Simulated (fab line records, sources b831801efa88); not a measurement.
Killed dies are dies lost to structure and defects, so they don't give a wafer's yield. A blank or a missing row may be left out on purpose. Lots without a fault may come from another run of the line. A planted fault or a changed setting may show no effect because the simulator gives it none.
Which tool did it? | flow sky130 | 12 lots, 36 wafers sampled, at 4 steps of a route of 708

WHAT THE GAUGES READ, wafer by wafer
SKY_LDD_P_CD_MEAS_07: target cd 380 nm. Usual: cd_nm 379.9 nm, standard deviation 2.5.
lot  | measured     | on        | cd_nm (nm)        | flag
L949 | day 19 18:50 | cd_sem-02 | 375.6 377.6 376.4 |
L950 | day 19 19:12 | cd_sem-01 | 378.3 378.3 379.0 |
L951 | day 20 07:43 | cd_sem-01 | 376.6 377.5 378.1 |
L953 | day 21 14:05 | cd_sem-01 | 382.5 380.9 385.0 |
L955 | day 21 23:00 | cd_sem-02 | 380.3 379.9 380.6 |
L957 | day 22 04:52 | cd_sem-02 | 381.7 379.2 376.4 |
L962 | day 23 16:18 | cd_sem-01 | 378.2 378.6 378.3 |
L965 | day 24 17:40 | cd_sem-01 | 381.4 380.8 380.2 |
L967 | day 25 08:46 | cd_sem-01 | 382.5 383.6 383.6 |
L968 | day 25 14:56 | cd_sem-01 | 380.0 379.0 381.2 |
L970 | day 26 13:29 | cd_sem-02 | 378.3 373.9 375.1 |
L972 | day 26 23:20 | cd_sem-02 | 384.3 382.9 382.6 |

SKY_LDD_LDN_TW_MEAS_13. Usual: LDD_LDN_TW 1473, standard deviation 12.
lot  | measured     | on            | LDD_LDN_TW     | flag
L949 | day 23 15:51 | film_metro-02 | 1462 1466 1474 |
L950 | day 23 16:04 | film_metro-01 | 1487 1485 1482 |
L951 | day 24 04:02 | film_metro-02 | 1462 1462 1461 |
L953 | day 25 10:00 | film_metro-02 | 1472 1459 1468 |
L955 | day 25 18:01 | film_metro-02 | 1472 1469 1468 |
L957 | day 26 00:32 | film_metro-01 | 1372 1374 1370 | OFF
L962 | day 27 09:53 | film_metro-03 | 1356 1353 1351 | OFF
L965 | day 28 11:55 | film_metro-03 | 1448 1442 1444 |
L967 | day 29 02:25 | film_metro-01 | 1486 1485 1485 |
L968 | day 29 07:06 | film_metro-03 | 1464 1465 1464 |
L970 | day 30 04:13 | film_metro-01 | 1482 1476 1482 |
L972 | day 30 14:21 | film_metro-03 | 1458 1459 1457 |

WHICH TOOL RAN EACH LOT (tool, then ch and the chambers of the sampled wafers, then the start)
lot  | SKY_LDD_HVP_STRIP_09                 | SKY_LDD_LDN_IMPLANT_08
L949 | plasma_asher-01 ch 0,1, day 22 08:57 | implanter-01 ch 0, day 23 15:09
L950 | plasma_asher-03 ch 0,1, day 22 09:15 | implanter-04 ch 0, day 23 15:23
L951 | plasma_asher-01 ch 0,1, day 22 21:19 | implanter-04 ch 0, day 24 03:22
L953 | plasma_asher-04 ch 0,1, day 24 03:33 | implanter-01 ch 0, day 25 09:18
L955 | plasma_asher-04 ch 0,1, day 24 11:15 | implanter-04 ch 0, day 25 17:20
L957 | plasma_asher-01 ch 0,1, day 24 18:07 | implanter-04 ch 0, day 25 23:50
L962 | plasma_asher-01 ch 0,1, day 26 03:27 | implanter-04 ch 0, day 27 09:11
L965 | plasma_asher-04 ch 0, day 27 05:34   | implanter-03 ch 0, day 28 11:13
L967 | plasma_asher-03 ch 0,1, day 27 20:58 | implanter-01 ch 0, day 29 01:43
L968 | plasma_asher-01 ch 1, day 28 02:51   | implanter-01 ch 0, day 29 06:24
L970 | plasma_asher-04 ch 0,1, day 29 00:09 | implanter-04 ch 0, day 30 03:31
L972 | plasma_asher-01 ch 0,1, day 29 09:46 | implanter-04 ch 0, day 30 13:39
- SKY_LDD_HVP_STRIP_09: strips in O2/N2.
- SKY_LDD_LDN_IMPLANT_08

WHAT THE TOOLS THEMSELVES READ (means of the sampled wafers that have a number; where no wafer has one, the mark that the record gives instead)
SKY_LDD_HVP_STRIP_09. Usual: drypump_motor_current_A 5.61 A, standard deviation 0.24; oes_product_au 0.409 a.u., standard deviation 0.0042; strip_time_to_endpoint_s 4.138 s, standard deviation 0.013.
lot  | tool            | drypump_motor_current_A (A) | oes_product_au (a.u.) | strip_time_to_endpoint_s (s) | flag
L949 | plasma_asher-01 | 5.65                        | 0.408                 | 4.124                        |
L950 | plasma_asher-03 | 5.61                        | 0.414                 | 4.148                        |
L951 | plasma_asher-01 | 5.63                        | 0.410                 | 4.134                        |
L953 | plasma_asher-04 | 5.76                        | 0.410                 | 4.124                        |
L955 | plasma_asher-04 | 5.59                        | 0.410                 | 4.133                        |
L957 | plasma_asher-01 | 5.65                        | 0.407                 | 4.121                        |
L962 | plasma_asher-01 | 5.59                        | 0.413                 | 4.141                        |
L965 | plasma_asher-04 | 5.43                        | 0.409                 | 4.144                        |
L967 | plasma_asher-03 | 5.63                        | 0.408                 | 4.128                        |
L968 | plasma_asher-01 | 5.67                        | 0.408                 | 4.135                        |
L970 | plasma_asher-04 | 5.75                        | 0.411                 | 4.147                        |
L972 | plasma_asher-01 | 5.60                        | 0.404                 | 4.152                        |

SKY_LDD_LDN_IMPLANT_08. Usual: dose_ions_cm2 1.2498e+13, standard deviation 1.4e+10; faraday_current_uA 70.5, standard deviation 1.5.
lot  | tool         | dose_ions_cm2 | faraday_current_uA | flag
L949 | implanter-01 | 1.2480e+13    | 69.4               |
L950 | implanter-04 | 1.2487e+13    | 70.2               |
L951 | implanter-04 | 1.2528e+13    | 70.9               |
L953 | implanter-01 | 1.2512e+13    | 70.5               |
L955 | implanter-04 | 1.2482e+13    | 71.8               |
L957 | implanter-04 | 1.2413e+12    | 7.0                | OFF
L962 | implanter-04 | 1.2577e+12    | 7.1                | OFF
L965 | implanter-03 | 1.2509e+13    | 70.0               |
L967 | implanter-01 | 1.2500e+13    | 70.9               |
L968 | implanter-01 | 1.2486e+13    | 71.1               |
L970 | implanter-04 | 1.2486e+13    | 71.3               |
L972 | implanter-04 | 1.2486e+13    | 70.7               |

THE ANSWER, worked out from the rows above alone
Rule: a lot is off if the mean of its wafers that have a number lies more than 3 standard deviations from the usual mean. A lot without any number at a reading at which 4 lots or more have one is off too. The other lots that the step has rows for count as sound. The gauges are gone through in route order, then the tools' own readings, and for those a lot's mean is taken as printed above. The first step at which some lot is off is used, and at that step the reading that is off furthest; a lot without a number counts as furthest.
Off: L957, L962, at SKY_LDD_LDN_TW_MEAS_13 (LDD_LDN_TW).
A tool fits if, at a process step before that reading, it ran every lot that is off, and no sound lot after the first of them. The gauges at SKY_LDD_LDN_TW_MEAS_13 aren't tried: what is off there is off at SKY_LDD_LDN_IMPLANT_08 too, on other tools, and a gauge's error can't cause that. None of those tried fits.

WHAT THE SIMULATOR HAD PUT IN
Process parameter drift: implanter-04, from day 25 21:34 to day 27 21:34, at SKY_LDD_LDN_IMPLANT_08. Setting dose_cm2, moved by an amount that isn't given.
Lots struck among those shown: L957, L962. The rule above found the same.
